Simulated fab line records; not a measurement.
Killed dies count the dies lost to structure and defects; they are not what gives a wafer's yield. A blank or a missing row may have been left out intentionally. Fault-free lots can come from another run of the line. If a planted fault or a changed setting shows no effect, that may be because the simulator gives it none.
A single fault, viewed from 2 desks :: flow gf180mcu :: only its own numbers are on each desk; what lay behind them is given at the end

## DESK OF THE TOOL OWNER: rie-si-01
The tool's own readings at GF_POLY_GATE_ETCH_13 (etches poly-Si in HBr/Cl2, stops on SiO2, target depth 198.5 nm, time 69.6 s): means of the sampled wafers that have a number, for each lot that ran on this tool. The brackets show how far a lot's mean lies from the usual mean; more than 4 standard deviations puts the lot out of limits, marked OUT.
Columns: A = chamber-pressure-mTorr at GF_POLY_GATE_ETCH_13, usual 10.000 mTorr; B = drypump-motor-current-A at GF_POLY_GATE_ETCH_13, usual 5.5 A; C = oes-product-au at GF_POLY_GATE_ETCH_13, usual 0.981 a.u.; D = run-length-s at GF_POLY_GATE_ETCH_13, usual 97.8 s; E = throttle-valve-pct at GF_POLY_GATE_ETCH_13, usual 33.684 %
lot: L653
first seen here: day 9 04:55
A: 10.000
B: 5.2
C: 0.981
D: 98.2
E: 33.682

lot: L657
first seen here: day 10 14:47
A: 9.998
B: 5.8
C: 0.977
D: 98.1
E: 33.679

lot: L658
first seen here: day 10 21:55
A: 9.994
B: 5.1
C: 0.970
D: 91.2 (-15) OUT
E: 33.692

lot: L668
first seen here: day 14 08:17
A: 10.001
B: 5.2
C: 0.986
D: 98.1
E: 33.696

lot: L671
first seen here: day 15 02:19
A: 9.995
B: 5.5
C: 0.988
D: 98.3
E: 33.688
This desk's verdict: out of limits on L658, starting with L658 at day 10 21:55 (run-length-s at GF_POLY_GATE_ETCH_13). L653, L657, L668, L671: within limits.

## FROM THE METROLOGY DESK
Lot by lot, what the gauges showed, no matter which tool ran the lot: averages of those sampled wafers that carry a number. The brackets show how far a lot's mean lies from the usual mean; more than 4 standard deviations puts the lot out of limits, marked OUT.
Columns: A = HV_LDD_CVD_54_THK at GF_HV_LDD_THK_MEAS_55, usual 9.91 nm
lot: L652
first seen here: day 12 03:49
A: 9.89

lot: L653
first seen here: day 12 12:20
A: 10.04

lot: L654
first seen here: day 13 19:47
A: 10.17

lot: L655
first seen here: day 14 00:07
A: 9.93

lot: L657
first seen here: day 14 03:07
A: 9.75

lot: L658
first seen here: day 14 10:08
A: 10.20

lot: L665
first seen here: day 16 23:20
A: 10.03

lot: L667
first seen here: day 17 16:50
A: 9.77

lot: L668
first seen here: day 18 03:46
A: 9.75

lot: L671
first seen here: day 18 22:36
A: 9.89

lot: L673
first seen here: day 19 13:52
A: 9.90

lot: L674
first seen here: day 19 21:49
A: 10.00

lot: L675
first seen here: day 20 06:42
A: 9.94
This desk found nothing out of limits on any of the 13 lots.

## ALL TOGETHER
At day 10 21:55, on L658, the tool owner's desk was in a position to raise an alarm.
The metrology desk saw nothing out of limits.
The metrology desk holds a record of L658, inside its limits.
All the named lots went through GF_POLY_GATE_ETCH_13 on rie-si-01.

## WHAT WAS PUT IN BY THE SIMULATOR
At GF_POLY_GATE_ETCH_13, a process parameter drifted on rie-si-01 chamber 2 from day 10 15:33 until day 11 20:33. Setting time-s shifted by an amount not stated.
Shown lots that were struck: L658.
Delay in hours, fault start to first out-of-limits reading, by desk: the tool owner's desk at 6.
